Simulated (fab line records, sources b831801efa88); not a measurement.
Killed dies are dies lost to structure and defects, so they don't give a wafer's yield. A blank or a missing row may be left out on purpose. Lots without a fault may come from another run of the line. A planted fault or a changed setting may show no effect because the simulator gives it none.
fab line records | flow sky130
record lots=14 wafers=42 last_day=50
route steps=708 shown SONOS_ONO@169 LOCAL_INTERCONNECT@397 METAL2@499 VIA2@527 PAD_OPEN@708
lots that met no fault: from a run of the same line without faults
start_h: hours from the record's first day to the start of the lot's first wafer shown | wait_h: hours since the lot's step before | " the same as in the row above | L1.1+2: a row that stands for several wafers | - no value, or no start given | * or withheld: withheld | < > ~ a bound
route shown NAME@n: a module of which the file shows steps, and the number in the route of the first | usual: mean/standard deviation of fault-free wafers | same: alike in all rows | chamber/n: place in a boat | sites: the reading at each site | _std_site: their standard deviation | _edge_site: outer sites' mean less inner sites' | radius_mm: how far each site lies from the wafer's centre | mask NAME#n: copy n | behind: the tool/chamber that last shaped the wafer | hold: why the lot was held/for how many hours/how that ended | device: the transistor (n, p or np) that didn't switch | end of line: the same wafers' tests at the end of the route | a step without rows: its recipe alone | killed: dies lost to structure and defects at the first sort, not the wafer's yield | map: a wafer's dies, x killed, . not, _ none there
set.NAME: the setting as run; set.NAME@STEP: as run at that earlier step | model.NAME: the simulator's own value behind a step, which no gauge read
steps of the route over a sample of lots; a table a step, a row a wafer
services: from which hour (start_h, from the record's first day; less than 0 if before it) a tool's chamber was out of use, for how many hours, and why
## steps
# step SKY_SONOS_ONO_THK_MEAS_01
# recipe reads=SiO2_of_SONOS_ONO_OXIDATION_00
# usual SONOS_ONO_OXIDATION_THK=2.59/0.046
# columns lot.wafer tool chamber start_h wait_h SONOS_ONO_OXIDATION_THK[nm]
L307.3 film_metro-04 - 269.20 0.0 2.59
L307.4 " - " " 2.61
L307.6 " - " " 2.64
L308.1 film_metro-01 - 272.42 0.0 2.67
L308.4 " - " " 2.66
L308.6 " - " " 2.63
L309.2 film_metro-04 - 285.56 0.0 2.70
L309.4 " - " " 2.67
L309.6 " - " " 2.63
L310.2 film_metro-02 - 289.38 0.0 2.62
L310.4 " - " " 2.51
L310.5 " - " " 2.57
L311.1 film_metro-01 - 297.81 0.0 2.60
L311.2 " - " " 2.62
L311.3 " - " " 2.55
L313.1 film_metro-01 - 315.10 0.0 2.46
L313.4 " - " " 2.57
L313.6 " - " " 2.48
L314.1 film_metro-01 - 322.05 0.0 2.60
L314.3 " - " " 2.60
L314.5 " - " " 2.59
L315.1 film_metro-02 - 331.70 0.0 2.57
L315.5 " - " " 2.57
L315.6 " - " " 2.57
L316.2 film_metro-04 - 336.10 0.0 2.67
L316.4 " - " " 2.64
L316.5 " - " " 2.62
L317.2 film_metro-04 - 348.51 0.0 2.60
L317.3 " - " " 2.60
L317.6 " - " " 2.57
L320.1 film_metro-04 - 368.14 0.0 2.61
L320.3 " - " " 2.61
L320.6 " - " " 2.58
L323.1 film_metro-01 - 399.38 0.0 2.60
L323.3 " - " " 2.57
L323.5 " - " " 2.57
L325.1 film_metro-01 - 415.77 0.0 2.58
L325.2 " - " " 2.55
L325.4 " - " " 2.65
L327.2 film_metro-01 - 432.12 0.0 2.59
L327.4 " - " " 2.55
L327.6 " - " " 2.55
# step SKY_LOCAL_INTERCONNECT_DEVELOP_10
# recipe develop_time_s=60 resist=KrF-thick dev_temp_c=21
# usual developer_temp_C=21.01/0.11
# columns lot.wafer tool chamber start_h wait_h developer_temp_C
L307.3 litho_track-01 0 725 - 20.91
L307.4 " 0 " " 20.92
L307.6 " 0 " " 21.08
L308.1 litho_track-04 0 729 - 21.08
L308.4 " 0 " " 21.07
L308.6 " 0 " " 21.00
L309.2 litho_track-03 0 739 - 21.11
L309.4 " 0 " " 20.96
L309.6 " 0 " " 21.15
L310.2 litho_track-01 0 742 - 21.16
L310.4 " 0 " " 21.18
L310.5 " 0 " " 21.13
L311.1 litho_track-03 0 757 - 21.07
L311.2 " 0 " " 21.23
L311.3 " 0 " " 21.16
L313.1 litho_track-03 0 769 - 20.55
L313.4 " 0 " " 20.85
L313.6 " 0 " " 20.83
L314.1 litho_track-01 0 777 - 20.99
L314.3 " 0 " " 20.90
L314.5 " 0 " " 21.04
L315.1 litho_track-04 0 785 - 20.94
L315.5 " 0 " " 20.94
L315.6 " 0 " " 21.11
L316.2 litho_track-03 0 791 - 20.98
L316.4 " 0 " " 21.08
L316.5 " 0 " " 20.82
L317.2 litho_track-04 0 803 - 21.07
L317.3 " 0 " " 20.99
L317.6 " 0 " " 21.02
L320.1 litho_track-01 0 824 - 21.04
L320.3 " 0 " " 20.74
L320.6 " 0 " " 20.74
L323.1 litho_track-01 0 851 - 23.04
L323.3 " 0 " " 23.05
L323.5 " 0 " " 22.89
L325.1 litho_track-04 0 862 - 20.97
L325.2 " 0 " " 20.97
L325.4 " 0 " " 20.93
L327.2 litho_track-01 0 878 - 23.04
L327.4 " 0 " " 23.33
L327.6 " 0 " " 23.20
# step SKY_METAL2_OVL_MEAS_16
# usual METAL2_OVL=2/5.7
# columns lot.wafer tool chamber start_h wait_h METAL2_OVL[nm]
L307.3 overlay-01 - 838.43 0.1 6
L307.4 " - " " -2
L307.6 " - " " -1
L308.1 overlay-02 - 842.60 0.1 3
L308.4 " - " " -3
L308.6 " - " " -3
L309.2 overlay-01 - 852.16 0.1 9
L309.4 " - " " 1
L309.6 " - " " 9
L310.2 overlay-01 - 854.06 0.1 2
L310.4 " - " " 9
L310.5 " - " " 13
L311.1 overlay-01 - 869.50 0.1 4
L311.2 " - " " 8
L311.3 " - " " 9
L313.1 overlay-01 - 881.50 0.1 4
L313.4 " - " " 6
L313.6 " - " " 11
L314.1 overlay-02 - 888.91 0.1 -8
L314.3 " - " " 4
L314.5 " - " " -4
L315.1 overlay-02 - 895.76 0.1 3
L315.5 " - " " 2
L315.6 " - " " 11
L316.2 overlay-01 - 900.96 0.1 -4
L316.4 " - " " -1
L316.5 " - " " 5
L317.2 overlay-02 - 914.43 0.1 4
L317.3 " - " " -3
L317.6 " - " " 3
L320.1 overlay-02 - 933.91 0.1 -4
L320.3 " - " " -5
L320.6 " - " " 0
L323.1 overlay-01 - 958.42 0.1 7
L323.3 " - " " 11
L323.5 " - " " 9
L325.1 overlay-02 - 969.15 0.1 3
L325.2 " - " " 3
L325.4 " - " " -3
L327.2 overlay-01 - 983.66 0.1 -6
L327.4 " - " " -1
L327.6 " - " " -5
# step SKY_VIA2_SPUTTER_20
# recipe material=TiN target_thk_nm=20 chamber_pressure_pa=5 power_w=4000 time_s=80
# usual throttle_valve_pct=29.7/1.3
# columns lot.wafer tool chamber start_h wait_h throttle_valve_pct
L307.3 pvd_sputter-01 - 866.35 0.0 30.0
L307.4 " - " " 27.5
L307.6 " - " " 27.4
L308.1 pvd_sputter-02 - 871.02 0.0 27.6
L308.4 " - " " 31.5
L308.6 " - " " 30.1
L309.2 pvd_sputter-01 - 880.59 0.0 31.4
L309.4 " - " " 30.4
L309.6 " - " " 29.9
L310.2 pvd_sputter-03 - 882.49 0.0 29.7
L310.4 " - " " 29.7
L310.5 " - " " 29.7
L311.1 pvd_sputter-02 - 897.49 0.0 27.9
L311.2 " - " " 29.8
L311.3 " - " " 28.1
L313.1 pvd_sputter-01 - 909.39 0.0 31.8
L313.4 " - " " 30.3
L313.6 " - " " 27.6
L314.1 pvd_sputter-01 - 916.75 0.0 30.3
L314.3 " - " " 30.2
L314.5 " - " " 30.6
L315.1 pvd_sputter-03 - 922.48 0.0 29.3
L315.5 " - " " 29.7
L315.6 " - " " 30.1
L316.2 pvd_sputter-01 - 927.99 0.0 30.5
L316.4 " - " " 27.6
L316.5 " - " " 29.7
L317.2 pvd_sputter-02 - 941.60 0.0 29.8
L317.3 " - " " 31.5
L317.6 " - " " 28.3
L320.1 pvd_sputter-03 - 960.34 0.0 30.0
L320.3 " - " " 29.6
L320.6 " - " " 30.0
L323.1 pvd_sputter-02 - 984.88 0.0 27.8
L323.3 " - " " 28.4
L323.5 " - " " 29.7
L325.1 pvd_sputter-01 - 995.23 0.0 30.1
L325.2 " - " " 27.3
L325.4 " - " " 31.5
L327.2 pvd_sputter-01 - 1009.00 0.0 29.4
L327.4 " - " " 31.6
L327.6 " - " " 29.7
# step SKY_PAD_OPEN_PROBE_99
# usual killed_at_M0_to_M3=44/7 killed_at_M4_up=3.2/1.8 killed_at_contacts=24/5.1 killed_at_front_end=15/4.3 killed_at_other=0.3/0.5 killed_dies=86/9.6 killed_open=48/7.1 killed_short=38/6.7
# same gross_dies=492 killed_at_back_side=0
# columns lot.wafer tool chamber start_h wait_h killed_at_M0_to_M3 killed_at_M4_up killed_at_contacts killed_at_front_end killed_at_other killed_dies killed_open killed_short
L316.2 prober-02 - 1137.35 0.1 40 3 18 17 0 78 44 34
L316.4 prober-02 - 1137.45 0.2 40 3 19 6 0 68 39 29
L317.2 prober-01 - 1149.00 0.1 59 1 29 13 2 104 52 46
L317.3 prober-01 - 1149.05 0.2 50 6 28 11 1 96 43 51
L317.6 prober-01 - 1149.20 0.2 46 2 27 19 1 95 55 38
# killed by level:class
L316.2 CONTACT:geometric_particle:open=10 VIA1:geometric_particle:open=8 VIA2:geometric_particle:open=6 VIA3:geometric_particle:open=6 FIELD_ISO:geometric_particle:short=5 METAL1:geometric_particle:short=5 POLY_GATE:geometric_particle:short=4 METAL2:geometric_particle:short=4
L316.4 VIA1:geometric_particle:open=9 LI_CONTACT:geometric_particle:open=9 VIA1:geometric_particle:short=7 METAL1:geometric_particle:short=7 CONTACT:geometric_particle:open=6 METAL2:geometric_particle:short=4 VIA2:geometric_particle:open=4 CONTACT:geometric_particle:short=3
L317.2 VIA1:geometric_particle:open=18 METAL2:geometric_particle:short=14 LI_CONTACT:geometric_particle:open=8 LI_CONTACT:geometric_particle:short=6 CONTACT:geometric_particle:open=5 CONTACT:geometric_particle:short=5 VIA2:geometric_particle:open=5 VIA3:geometric_particle:open=4
L317.3 VIA1:geometric_particle:open=11 METAL2:geometric_particle:short=9 VIA1:geometric_particle:short=8 LI_CONTACT:geometric_particle:open=7 CONTACT:geometric_particle:open=7 CONTACT:geometric_particle:short=6 VIA3:geometric_particle:open=5 VIA2:geometric_particle:short=5
L317.6 VIA2:geometric_particle:open=11 CONTACT:geometric_particle:open=8 VIA1:geometric_particle:open=8 VIA3:geometric_particle:open=7 LI_CONTACT:geometric_particle:open=7 VIA1:geometric_particle:short=6 FIELD_ISO:geometric_particle:short=5 LI_CONTACT:geometric_particle:short=5
## services
# columns tool chamber start_h hours kind
litho_track-04 - 747.59 - consumable_replace:filter
pvd_sputter-03 - 799.00 24.2 repair
pvd_sputter-02 - 967.72 1.6 repair
pvd_sputter-03 - 994.57 1.2 repair
litho_track-03 - 1005.32 - consumable_replace:filter
## key
first_sign step=SKY_LOCAL_INTERCONNECT_DEVELOP_10 reading=developer_temp_C direction=up sigmas=18 usual=* struck=*
effect none on later readings
met_at SKY_LOCAL_INTERCONNECT_DEVELOP_10
struck_lots L323,L327
tester_left_out L323,L327
loop_trim step=SKY_LOCAL_INTERCONNECT_EXPOSE_08 setting=dose lots=L327
not_acting_at SKY_SONOS_ONO_THK_MEAS_01,SKY_METAL2_OVL_MEAS_16,SKY_VIA2_SPUTTER_20
onset_between 824 851
fault kind=process_parameter_drift tool=litho_track-01 chamber=- onset_h=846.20 steps=SKY_LOCAL_INTERCONNECT_DEVELOP_10 channel=dev_temp_c offset=* shape=step end_h=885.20 acts_in=* stated=*
# tester_left_out: of these lots the tester's yield and bins aren't shown, on N5 and GAA mostly nor the transistor test; their killed dies are dies lost to structure and defects alone, not to doping, threshold or leakage, so they don't give the yield
# loop_trim: a control loop set the setting to another value than it would have without faults
